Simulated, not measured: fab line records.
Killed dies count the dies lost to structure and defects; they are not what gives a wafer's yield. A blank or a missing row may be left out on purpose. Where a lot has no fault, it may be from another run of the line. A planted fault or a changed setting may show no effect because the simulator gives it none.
fab line records | flow sky130
[record] lots = 12 wafers = 36 last-day = 50
route steps=708 shown FIELD_ISO@1 NWELL@76 SONOS_ONO@168 PAD_OPEN@708
lots with no fault: from the same line, run without faults
start-h: start of the lot's first displayed wafer, in hours after the record's first day | wait-h: hours elapsed since this lot's preceding step | " repeats the value in the row above | L1.1+2: a single row standing in for several wafers | - either no value or no given start | * or withheld: withheld | < > ~ a bound
route shown NAME@n: a module of which the file shows steps, and the number in the route of the first | usual: the fault-free wafers' mean and standard deviation | same: alike in all rows | chamber/n: place in a boat | sites: each site's reading | _std_site: how widely they spread, as a standard deviation | _edge_site: inner sites' mean taken away from outer sites' mean | radius-mm: how far each site lies from the wafer's centre | mask NAME#n: copy n | behind: the last tool/chamber to shape the wafer | hold: why the lot was held/for how many hours/how that ended | device: names the non-switching transistor (n, p or np) | end of line: the tests these same wafers got at the end of their route | step lacking rows: just its recipe | killed: at the first sort, the dies lost to defects and structure; wafer yield is something else | map: a wafer's dies, marking killed ones x, the rest . and places with no die _
set.NAME: the setting as run; set.NAME@STEP: as run at that earlier step | model.NAME: the simulator's own value behind a step, which no gauge read
the route's steps for a sample of lots (tables are steps, rows are wafers)
services: the hour from which a tool's chamber was out of use, counted from the record's first day as start-h (under 0 if before that day), plus the number of hours and why
[[steps]]
[step SKY_FIELD_ISO_BOW_MEAS_00]
[recipe] mode = bow
[usual] INCOMING_BOW = -1/6.4
// columns lot.wafer tool chamber start-h wait-h INCOMING_BOW[um]
L425.1 film-metro-02 - 20.00 - 3
L425.3 " - " " 6
L425.5 " - " " -6
L426.2 film-metro-01 - 25.02 - 6
L426.4 " - " " 3
L426.5 " - " " 2
L427.1 film-metro-03 - 30.00 - -18
L427.3 " - " " -5
L427.4 " - " " -4
L428.3 film-metro-03 - 35.04 - -7
L428.4 " - " " 4
L428.5 " - " " -3
L429.3 film-metro-02 - 40.04 - 5
L429.5 " - " " 8
L429.6 " - " " 0
L436.1 film-metro-03 - 75.00 - -9
L436.3 " - " " 11
L436.6 " - " " -8
L437.3 film-metro-03 - 80.04 - 1
L437.5 " - " " -3
L437.6 " - " " -9
L440.1 film-metro-02 - 95.00 - 3
L440.3 " - " " -2
L440.6 " - " " -14
L441.1 film-metro-01 - 100.00 - 7
L441.3 " - " " 10
L441.5 " - " " -1
L442.1 film-metro-01 - 105.00 - 1
L442.5 " - " " 0
L442.6 " - " " -1
L443.2 film-metro-01 - 110.02 - -1
L443.5 " - " " -3
L443.6 " - " " -3
L446.1 film-metro-01 - 125.00 - -8
L446.3 " - " " 0
L446.5 " - " " -4
[step SKY_FIELD_ISO_ETCH_15]
[recipe] chemistry = CHF3/O2 target-depth-nm = 180 stop-on = Si source-w = 600 bias-w = 200 pressure-mtorr = 40 chf3-flow-sccm = 50 O2_flow_sccm = 5 time-s = 72
[usual] drypump-motor-current-A = 5.8/0.49 oes-product-au = 0.942/0.0063 throttle-valve-pct = 8.843/0.0091
// columns lot.wafer tool chamber start-h wait-h drypump-motor-current-A oes-product-au rf-hours-counter-h throttle-valve-pct
L425.1 rie-diel-04 0 37.85 0.0 5.0 0.945 79 8.851
L425.3 " 2 " " 6.4 0.936 122 8.853
L425.5 " 1 " " 6.3 0.940 - 8.837
L426.2 rie-diel-03 3 44.85 0.0 6.6 0.935 41 8.846
L426.4 " 0 " " 6.6 0.939 151 8.829
L426.5 " 1 " " 5.6 0.953 - 8.851
L427.1 rie-diel-03 3 50.94 0.0 6.6 0.952 41 8.846
L427.3 " 2 " " 5.5 0.939 4 8.838
L427.4 " 0 " " 6.5 0.941 152 8.844
L428.3 rie-diel-04 1 56.58 0.0 6.3 0.960 124 8.855
L428.4 " 0 " " 5.0 0.938 79 8.849
L428.5 " 0 " " 5.0 0.942 - 8.835
L429.3 rie-diel-01 0 64.86 0.0 5.4 0.939 155 8.846
L429.5 " 2 " " 5.8 0.937 - 8.836
L429.6 " 3 " " 5.2 0.946 - 8.830
L436.1 rie-diel-01 2 99.15 0.0 5.8 0.949 1 8.850
L436.3 " 1 " " 5.6 0.950 6 8.838
L436.6 " 0 " " 5.4 0.946 - 8.855
L437.3 rie-diel-01 3 103.68 0.0 5.2 0.937 71 8.854
L437.5 " 1 " " 5.7 0.920 - 8.839
L437.6 " 0 " " 5.4 0.932 - 8.856
L440.1 rie-diel-01 3 118.38 0.0 5.2 0.944 71 8.846
L440.3 " 0 " " 5.4 0.944 156 8.846
L440.6 " 2 " " 5.9 0.944 - 8.843
L441.1 rie-diel-01 2 122.23 0.0 5.8 0.937 1 8.843
L441.3 " 0 " " 5.4 0.942 156 8.845
L441.5 " 1 " " 5.6 0.939 - 8.847
L442.1 rie-diel-04 3 128.35 0.0 6.1 0.945 101 8.861
L442.5 " 0 " " 5.0 0.946 - 8.856
L442.6 " 1 " " 6.3 0.941 - 8.832
L443.2 rie-diel-03 2 134.54 0.0 5.5 0.948 5 8.844
L443.5 " 3 " " 6.6 0.946 - 8.853
L443.6 " 2 " " 5.5 0.941 - 8.845
L446.1 rie-diel-03 2 148.60 0.0 5.5 0.940 5 8.841
L446.3 " 1 " " 5.6 0.947 48 8.828
L446.5 " 1 " " 5.6 0.944 - 8.846
[step SKY_NWELL_OVL_MEAS_23]
[usual] NWELL_01_OVL = -1.0/1.5
// columns lot.wafer tool chamber start-h wait-h NWELL_01_OVL[nm]
L425.1 overlay-02 - 116.37 - -1.1
L425.3 " - " " -2.6
L425.5 " - " " -1.4
L426.2 overlay-02 - 119.29 - -4.3
L426.4 " - " " -3.6
L426.5 " - " " -2.7
L427.1 overlay-01 - 127.43 - -2.1
L427.3 " - " " -0.5
L427.4 " - " " -1.3
L428.3 overlay-01 - 133.89 - -2.4
L428.4 " - " " 0.4
L428.5 " - " " 0.3
L429.3 overlay-01 - 145.94 - -2.8
L429.5 " - " " -3.1
L429.6 " - " " -0.4
L436.1 overlay-01 - 184.63 - 0.4
L436.3 " - " " -1.3
L436.6 " - " " -1.3
L437.3 overlay-01 - 190.09 - 0.0
L437.5 " - " " 0.3
L437.6 " - " " 0.0
L440.1 overlay-01 - 212.68 - 2.6
L440.3 " - " " 1.8
L440.6 " - " " 0.7
L441.1 overlay-02 - 213.29 - -0.3
L441.3 " - " " -0.3
L441.5 " - " " 0.6
L442.1 overlay-01 - 230.03 - 1.9
L442.5 " - " " 1.5
L442.6 " - " " 1.4
L443.2 overlay-01 - 231.22 - 0.5
L443.5 " - " " -0.9
L443.6 " - " " -0.1
L446.1 overlay-02 - 253.07 - -0.2
L446.3 " - " " -0.1
L446.5 " - " " -1.6
[step SKY_SONOS_ONO_OXIDATION_00]
[recipe] temp-c = 800 ambient = O2 idle-temp-c = 700 ramp-up-c-per-min = 10 ramp-down-c-per-min = 3 stabilise-s = 600 purge-s = 300 target-thk-a = 26 ox-time-s = 1249
[usual] ramp-up-c-per-min = 10.000/0.0016 spike-tc-lower-C = 800.3/2.1 spike-tc-top-C = 812.3/1.1
[same] purge-s = 300
// columns lot.wafer tool chamber start-h wait-h ramp-up-c-per-min spike-tc-lower-C spike-tc-top-C
L425.1 furnace-02 0 262.10 0.0 9.9996 798.2 812.0
L425.3 " 0 " " 10.004 798.5 811.3
L425.5 " 0 " " 9.9969 798.5 811.0
L426.2 furnace-01 0 276.66 0.0 9.9994 802.1 811.9
L426.4 " 0 " " 10.002 801.4 813.1
L426.5 " 0 " " 9.9967 802.9 812.4
L427.1 furnace-01 0 280.41 0.0 9.9997 801.3 814.4
L427.3 " 0 " " 10.001 801.1 813.2
L427.4 " 0 " " 9.9978 802.9 814.2
L428.3 furnace-02 0 282.83 0.0 10.001 797.5 810.7
L428.4 " 0 " " 9.9987 798.1 810.6
L428.5 " 0 " " 10.001 797.6 813.0
L429.3 furnace-01 0 305.67 0.0 10.002 802.7 811.2
L429.5 " 0 " " 10.001 801.7 811.8
L429.6 " 0 " " 10.001 801.2 812.9
L436.1 furnace-02 0 359.28 0.0 10.001 797.6 812.5
L436.3 " 0 " " 9.9993 798.7 811.2
L436.6 " 0 " " 10.003 800.2 813.0
L437.3 furnace-02 0 360.63 1.2 9.9980 799.0 810.4
L437.5 " 0 " " 10.001 799.5 810.6
L437.6 " 0 " " 10.002 797.8 810.9
L440.1 furnace-01 0 388.02 0.0 10.001 800.1 813.5
L440.3 " 0 " " 9.9992 802.5 812.9
L440.6 " 0 " " 9.9995 804.0 812.0
L441.1 furnace-01 0 395.74 0.8 9.9968 802.8 811.9
L441.3 " 0 " " 10.000 804.4 812.4
L441.5 " 0 " " 10.002 800.6 812.0
L442.1 furnace-02 0 417.23 1.7 10.003 799.2 811.2
L442.5 " 0 " " 10.003 797.7 811.5
L442.6 " 0 " " 9.9980 799.1 812.0
L443.2 furnace-02 0 417.23 1.3 9.9998 798.4 811.3
L443.5 " 0 " " 9.9990 797.6 811.6
L443.6 " 0 " " 9.9994 799.3 811.2
L446.1 furnace-02 0 445.02 0.0 10.002 797.8 812.0
L446.3 " 0 " " 9.9975 800.7 812.4
L446.5 " 0 " " 10.001 797.8 810.9
[step SKY_SONOS_ONO_THK_MEAS_01]
[recipe] reads = SiO2_of_SONOS_ONO_OXIDATION_00
[usual] SONOS_ONO_OXIDATION_THK = 2.61/0.06
// columns lot.wafer tool chamber start-h wait-h SONOS_ONO_OXIDATION_THK[nm]
L425.1 film-metro-01 - 263.45 0.0 2.67
L425.3 " - " " 2.54
L425.5 " - " " 2.67
L426.2 film-metro-01 - 278.02 0.0 2.47
L426.4 " - " " 2.51
L426.5 " - " " 2.60
L427.1 film-metro-01 - 281.76 0.0 2.64
L427.3 " - " " 2.64
L427.4 " - " " 2.61
L428.3 film-metro-02 - 284.20 0.0 2.65
L428.4 " - " " 2.72
L428.5 " - " " 2.72
L429.3 film-metro-01 - 307.03 0.0 2.67
L429.5 " - " " 2.69
L429.6 " - " " 2.61
L436.1 film-metro-01 - 360.63 0.0 2.84
L436.3 " - " " 2.81
L436.6 " - " " 2.75
L437.3 film-metro-03 - 362.00 0.0 2.78
L437.5 " - " " 2.79
L437.6 " - " " 2.75
L440.1 film-metro-03 - 389.37 0.0 2.60
L440.3 " - " " 2.52
L440.6 " - " " 2.58
L441.1 film-metro-03 - 397.08 0.0 2.69
L441.3 " - " " 2.58
L441.5 " - " " 2.65
L442.1 film-metro-02 - 418.58 0.0 2.48
L442.5 " - " " 2.61
L442.6 " - " " 2.51
L443.2 film-metro-01 - 418.59 0.0 2.55
L443.5 " - " " 2.51
L443.6 " - " " 2.61
L446.1 film-metro-03 - 446.37 0.0 2.60
L446.3 " - " " 2.66
L446.5 " - " " 2.56
[step SKY_PAD_OPEN_PROBE_99]
[usual] killed_at_M0_to_M3 = 43/6.3 killed_at_M4_up = 3.3/1.7 killed-at-contacts = 24/5.4 killed-at-front-end = 16/4.6 killed-at-other = 0.4/0.7 killed-dies = 87/9.4 killed-open = 47/6.9 killed-short = 39/6.1
[same] gross-dies = 492 killed-at-back-side = 0
// columns lot.wafer tool chamber start-h wait-h killed_at_M0_to_M3 killed_at_M4_up killed-at-contacts killed-at-front-end killed-at-other killed-dies killed-open killed-short
L428.3 prober-02 - 1103.55 0.2 44 2 21 15 0 82 48 34
L428.4 prober-02 - 1103.60 0.2 47 3 19 15 0 84 52 31
L428.5 prober-02 - 1103.65 0.2 45 6 12 20 0 83 43 40
// killed by level:class
L428.3 CONTACT:geometric-particle:open=10 VIA1:geometric-particle:open=8 VIA3:geometric-particle:open=7 LI_CONTACT:geometric-particle:open=6 METAL2:geometric-particle:short=6 VIA2:geometric-particle:open=6 FIELD_ISO:geometric-particle:open=4 POLY_GATE:geometric-particle:short=4
L428.4 VIA2:geometric-particle:open=10 VIA1:geometric-particle:open=10 METAL2:geometric-particle:short=7 FIELD_ISO:geometric-particle:open=6 VIA3:geometric-particle:open=5 LI_CONTACT:geometric-particle:open=5 CONTACT:geometric-particle:open=5 LOCAL_INTERCONNECT:geometric-particle:short=4
L428.5 VIA2:geometric-particle:open=8 METAL1:geometric-particle:short=8 POLY_GATE:geometric-particle:short=5 CONTACT:geometric-particle:open=5 VIA1:geometric-particle:short=5 VIA1:geometric-particle:open=5 VIA3:geometric-particle:open=5 POLY_GATE:geometric-particle:open=4
[[services]]
// columns tool chamber start-h hours kind
rie-diel-01 1 16.36 3.6 repair
rie-diel-03 - 18.55 2.8 pm
rie-diel-01 1 57.62 9.4 repair
furnace-01 - 64.10 3.3 pm
rie-diel-03 1 72.45 7.9 repair
furnace-02 - 74.62 3.6 pm
furnace-01 - 78.86 2.3 pm
rie-diel-03 0 116.74 3.6 repair
rie-diel-01 0 180.83 5.5 repair
rie-diel-03 1 203.49 9.2 repair
rie-diel-01 0 215.81 3.3 repair
furnace-01 - 232.98 3.0 pm
rie-diel-03 0 237.11 6.9 repair
furnace-02 - 241.63 3.2 pm
rie-diel-01 0 276.28 6.6 repair
rie-diel-01 2 298.59 1.6 repair
rie-diel-01 1 333.63 6.5 repair
furnace-02 - 336.66 2.7 repair
furnace-01 - 356.15 3.6 pm
furnace-01 - 400.10 3.3 pm
furnace-02 - 410.17 2.8 pm
furnace-02 - 413.00 4.2 pm
rie-diel-01 3 421.47 6.2 repair
rie-diel-01 - 430.46 14.6 pm
[[key]]
[first-sign] step = SKY_SONOS_ONO_THK_MEAS_01 reading = SONOS_ONO_OXIDATION_THK direction = up sigmas = 3 usual = 2.61 struck = 2.79
effect none on later readings
met-at SKY_SONOS_ONO_OXIDATION_00
struck-lots L436,L437
tester-left-out L436,L437
not-acting-at SKY_FIELD_ISO_BOW_MEAS_00,SKY_FIELD_ISO_ETCH_15,SKY_NWELL_OVL_MEAS_23
onset-between 282.83 359.28
[fault] kind = process-parameter-drift tool = furnace-02 chamber = - onset-h = 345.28 steps = SKY_SONOS_ONO_OXIDATION_00 channel = ox-time-s offset = * shape = step end-h = 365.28 acts-in = * stated = *
// tester-left-out: of these lots the tester's yield and bins aren't shown, on N5 and GAA mostly nor the transistor test; their killed dies are dies lost to structure and defects alone, not to doping, threshold or leakage, so they don't give the yield
